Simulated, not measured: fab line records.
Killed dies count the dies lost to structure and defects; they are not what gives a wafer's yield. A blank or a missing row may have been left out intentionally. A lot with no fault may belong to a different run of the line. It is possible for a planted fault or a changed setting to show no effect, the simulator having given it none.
Matching of chambers | flow sky130 | cmp-01 running SKY_VIA3_CMP_24: 4 sister chambers
The step polishes, stops on SiO2, t overpolish 20 s, target thk 0 nm. 8 wafers are shown with their chamber, then 7 later ones without.

== WAFERS, EACH WITH ITS CHAMBER ==
wafer  | chamber | motor current A (A) | time to endpoint s (s)
L542.6 | 0       | 10.3                | 97
L544.2 | 3       | 10.7                | 109
L544.4 | 0       | 10.0                | 100
L553.2 | 2       | 11.3                | 99
L553.4 | 1       | 9.5                 | 102
L553.6 | 1       | 8.4                 | 101
L554.3 | 2       | 11.1                | 88
L554.4 | 3       | 10.0                | 97

== WAFERS MISSING THEIR CHAMBER ==
wafer  | motor current A (A) | time to endpoint s (s)
L554.6 | 10.0                | 91
L556.3 | 11.7                | 99
L556.5 | 10.2                | 105
L556.6 | 10.1                | 93
L559.1 | 10.1                | 91
L559.4 | 8.8                 | 97
L559.5 | 8.9                 | 101

== WHICH CHAMBER EACH WENT THROUGH ==
wafer  | from the rows above               | in truth
L554.6 | can't be placed: 0 or 3 or 2 or 1 | 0
L556.3 | can't be placed: 2 or 3 or 0      | 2
L556.5 | can't be placed: 3 or 0           | 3
L556.6 | can't be placed: 0 or 3 or 2 or 1 | 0
L559.1 | can't be placed: 0 or 3 or 2 or 1 | 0
L559.4 | 1                                 | 1
L559.5 | 1                                 | 1
2 of 7 placed correctly. Cannot be placed on the basis of these rows: 5; the candidates contain the true chamber in 5. Placed wrongly: 0.
How it was worked out, from the rows above alone: a wafer's distance from a chamber is the root of the sum, over the readings, of the square of ((its reading less the chamber's mean) divided by the reading's scatter). The wafer belongs to the nearest chamber; if the next one is less than 2 further off, it can't be placed. The mean given for a chamber averages the wafers shown for that chamber. The scatter: take each reading less its chamber's mean, square it, sum over the shown wafers, divide by the number of wafers less the number of chambers, and take the root.
